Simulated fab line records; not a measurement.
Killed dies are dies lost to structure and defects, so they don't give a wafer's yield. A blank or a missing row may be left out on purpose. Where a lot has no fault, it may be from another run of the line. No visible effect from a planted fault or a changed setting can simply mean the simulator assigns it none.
Lot-split experiment || flow sfq_line || 23 wafers read across 5 lots, on a route 325 steps long

## THE SPLIT ITSELF
At SFQ_TRILAYER_M2_LITHO_EXPOSE_058 (exposes mask M2, target cd 500 nm), the setting dose_mj was moved away from the recipe's 14.4 on 9 of the 23 wafers read, by -6.9% to +6.9%. All remaining wafers had this setting at the recipe value.

## FROM THE SPLIT TO THE READING: what the file shows between them, 3 steps
- SFQ_TRILAYER_M2_LITHO_PEB_060: peb time 60 s
- SFQ_TRILAYER_M2_LITHO_DEVELOP_059: time 60 s
- SFQ_TRILAYER_M2_BARC_OPEN_METAL_ETCH_077: etches BARC in O2, target depth 125 nm, time 41.7 s

## THE READING
M2.cd_nm (the simulator's own value, which no gauge read), in nm, at SFQ_TRILAYER_M2_ETCH_METAL_ETCH_060 (etches Nb in Cl2/Ar, stops on SiO2, target depth 240 nm, time 120 s). The file does not state a usual value for it. Average 500.0 nm, standard deviation 1.5 nm, over the 14 wafers here run with the recipe.

{"wafer": "L075.1", "tool, chamber at the split": "krf_scanner-02, 0", "dose_mj as run": 14.4, "against the recipe": "recipe", "M2.cd_nm, nm": 500.5, "against lot-mates on the recipe": "-"}
{"wafer": "L075.5", "tool, chamber at the split": "krf_scanner-02, 0", "dose_mj as run": 14.4, "against the recipe": "recipe", "M2.cd_nm, nm": 501.2, "against lot-mates on the recipe": "-"}
{"wafer": "L075.6", "tool, chamber at the split": "krf_scanner-02, 0", "dose_mj as run": 14.4, "against the recipe": "recipe", "M2.cd_nm, nm": 503.6, "against lot-mates on the recipe": "-"}
{"wafer": "L080.1", "tool, chamber at the split": "krf_scanner-01, 0", "dose_mj as run": 13.4, "against the recipe": "-6.9%", "M2.cd_nm, nm": 511.1, "against lot-mates on the recipe": "+10.0"}
{"wafer": "L080.2", "tool, chamber at the split": "krf_scanner-01, 0", "dose_mj as run": 14.4, "against the recipe": "recipe", "M2.cd_nm, nm": 500.7, "against lot-mates on the recipe": "-"}
{"wafer": "L080.3", "tool, chamber at the split": "krf_scanner-01, 0", "dose_mj as run": 13.4, "against the recipe": "-6.9%", "M2.cd_nm, nm": 511.2, "against lot-mates on the recipe": "+10.1"}
{"wafer": "L080.4", "tool, chamber at the split": "krf_scanner-01, 0", "dose_mj as run": 14.4, "against the recipe": "recipe", "M2.cd_nm, nm": 501.6, "against lot-mates on the recipe": "-"}
{"wafer": "L080.5", "tool, chamber at the split": "krf_scanner-01, 0", "dose_mj as run": 13.4, "against the recipe": "-6.9%", "M2.cd_nm, nm": 511.4, "against lot-mates on the recipe": "+10.2"}
{"wafer": "L081.2", "tool, chamber at the split": "krf_scanner-01, 0", "dose_mj as run": 13.74, "against the recipe": "-4.6%", "M2.cd_nm, nm": 505.5, "against lot-mates on the recipe": "+6.8"}
{"wafer": "L081.3", "tool, chamber at the split": "krf_scanner-01, 0", "dose_mj as run": 14.4, "against the recipe": "recipe", "M2.cd_nm, nm": 498.1, "against lot-mates on the recipe": "-"}
{"wafer": "L081.4", "tool, chamber at the split": "krf_scanner-01, 0", "dose_mj as run": 14.4, "against the recipe": "recipe", "M2.cd_nm, nm": 499.4, "against lot-mates on the recipe": "-"}
{"wafer": "L081.5", "tool, chamber at the split": "krf_scanner-01, 0", "dose_mj as run": 13.74, "against the recipe": "-4.6%", "M2.cd_nm, nm": 505.2, "against lot-mates on the recipe": "+6.4"}
{"wafer": "L081.6", "tool, chamber at the split": "krf_scanner-01, 0", "dose_mj as run": 13.74, "against the recipe": "-4.6%", "M2.cd_nm, nm": 506.5, "against lot-mates on the recipe": "+7.8"}
{"wafer": "L083.2", "tool, chamber at the split": "krf_scanner-01, 0", "dose_mj as run": 14.4, "against the recipe": "recipe", "M2.cd_nm, nm": 499.4, "against lot-mates on the recipe": "-"}
{"wafer": "L083.3", "tool, chamber at the split": "krf_scanner-01, 0", "dose_mj as run": 15.4, "against the recipe": "+6.9%", "M2.cd_nm, nm": 489.6, "against lot-mates on the recipe": -10.1}
{"wafer": "L083.4", "tool, chamber at the split": "krf_scanner-01, 0", "dose_mj as run": 15.4, "against the recipe": "+6.9%", "M2.cd_nm, nm": 489.6, "against lot-mates on the recipe": -10.1}
{"wafer": "L083.5", "tool, chamber at the split": "krf_scanner-01, 0", "dose_mj as run": 15.4, "against the recipe": "+6.9%", "M2.cd_nm, nm": 490.1, "against lot-mates on the recipe": -9.6}
{"wafer": "L083.6", "tool, chamber at the split": "krf_scanner-01, 0", "dose_mj as run": 14.4, "against the recipe": "recipe", "M2.cd_nm, nm": 500, "against lot-mates on the recipe": "-"}
{"wafer": "L085.1", "tool, chamber at the split": "krf_scanner-01, 0", "dose_mj as run": 14.4, "against the recipe": "recipe", "M2.cd_nm, nm": 498.2, "against lot-mates on the recipe": "-"}
{"wafer": "L085.2", "tool, chamber at the split": "krf_scanner-01, 0", "dose_mj as run": 14.4, "against the recipe": "recipe", "M2.cd_nm, nm": 499.5, "against lot-mates on the recipe": "-"}
{"wafer": "L085.4", "tool, chamber at the split": "krf_scanner-01, 0", "dose_mj as run": 14.4, "against the recipe": "recipe", "M2.cd_nm, nm": 499.7, "against lot-mates on the recipe": "-"}
{"wafer": "L085.5", "tool, chamber at the split": "krf_scanner-01, 0", "dose_mj as run": 14.4, "against the recipe": "recipe", "M2.cd_nm, nm": 498.1, "against lot-mates on the recipe": "-"}
{"wafer": "L085.6", "tool, chamber at the split": "krf_scanner-01, 0", "dose_mj as run": 14.4, "against the recipe": "recipe", "M2.cd_nm, nm": 499.4, "against lot-mates on the recipe": "-"}

THE FIT
A straight line over all 23 wafers: M2.cd_nm changes by -1.49 nm for each +1% of dose_mj; r = -0.98; the points scatter about the line by 1.3 nm.
The same after taking each lot's own level away (the mean of its wafers on the recipe; 23 wafers): -1.45 nm for each +1%; r = -0.99; scatter 0.71 nm.
The reading moves by 10 nm for the largest change in dose_mj, on that fit.
Across the lots, their own levels run from 498.75 to 501.77 nm, a range of 2.1 times the standard deviation given above.
Hence the lot-to-lot level has little effect on the slope; both slopes agree.
Check: for one of the wafers moved furthest among these (-6.9%), held out of the fit, the line's prediction against its lot-mates is +10.2 nm. Against them it came out at +9.95 nm.

## THE WHOLE CHAIN: every reading that the file lists as answering this split, in the file's order
{"step": "SFQ_TRILAYER_M2_BARC_OPEN_METAL_ETCH_077", "what it does": "etches BARC in O2, target depth 125 nm, time 41.7 s", "reading": "M2.cd_nm (the simulator's own value, which no gauge read)", "change (the file's fit)": "-1.56 nm for each +1% of the setting", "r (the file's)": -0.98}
{"step": "SFQ_TRILAYER_M2_ETCH_METAL_ETCH_060", "what it does": "etches Nb in Cl2/Ar, stops on SiO2, target depth 240 nm, time 120 s", "reading": "M2.cd_nm (the simulator's own value, which no gauge read)", "change (the file's fit)": "-1.45 nm for each +1% of the setting", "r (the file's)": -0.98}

## FILE'S OWN FIT
M2.cd_nm changes by -1.45 nm for each +1% of dose_mj, r = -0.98.
